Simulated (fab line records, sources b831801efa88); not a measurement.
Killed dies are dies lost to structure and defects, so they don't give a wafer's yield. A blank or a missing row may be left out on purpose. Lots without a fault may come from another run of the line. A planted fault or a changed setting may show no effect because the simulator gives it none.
Chamber matching | flow sky130 | SKY_VIA2_ETCH_15 on rie_diel-04: 4 sister chambers
The step etches SiO2 in C4F8/O2/Ar, stops on TiN, target depth 546 nm, time 86.05 s. 4 wafers are shown with their chamber, then 12 later ones without.

WAFERS WITH THEIR CHAMBER
wafer  | chamber | oes_product_au (a.u.)
L085.1 | 2       | 0.943
L091.3 | 3       | 0.934
L091.5 | 0       | 0.943
L091.6 | 1       | 0.925

WAFERS WITHOUT THEIR CHAMBER
wafer  | oes_product_au (a.u.)
L093.1 | 0.934
L093.2 | 0.938
L093.3 | 0.938
L094.1 | 0.933
L094.2 | 0.936
L094.3 | 0.941
L095.1 | 0.935
L095.3 | 0.942
L095.6 | 0.929
L096.1 | 0.949
L096.3 | 0.948
L096.4 | 0.946

WHICH CHAMBER EACH WENT THROUGH
wafer  | from the rows above          | in truth
L093.1 | 3                            | 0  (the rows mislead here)
L093.2 | can't be placed: 3 or 0 or 2 | 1
L093.3 | can't be placed: 3 or 0 or 2 | 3
L094.1 | 3                            | 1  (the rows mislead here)
L094.2 | can't be placed: 3 or 0 or 2 | 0
L094.3 | can't be placed: 0 or 2 or 3 | 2
L095.1 | 3                            | 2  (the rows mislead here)
L095.3 | can't be placed: 0 or 2      | 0
L095.6 | can't be placed: 1 or 3      | 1
L096.1 | can't be placed: 0 or 2      | 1
L096.3 | can't be placed: 0 or 2      | 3
L096.4 | can't be placed: 0 or 2      | 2
Placed correctly: 0 of 12. Can't be placed from these rows: 9 (the true chamber is among the candidates in 6). Placed wrongly: 3.
How it was worked out, from the rows above alone: a wafer's distance from a chamber is the root of the sum, over the readings, of the square of ((its reading less the chamber's mean) divided by the reading's scatter). The wafer belongs to the nearest chamber; if the next one is less than 2 further off, it can't be placed. A chamber's mean is the mean of its shown wafers. The scatter: with one shown wafer a chamber, the root of the mean of the squares of how far each hidden wafer lies from its nearest shown one.
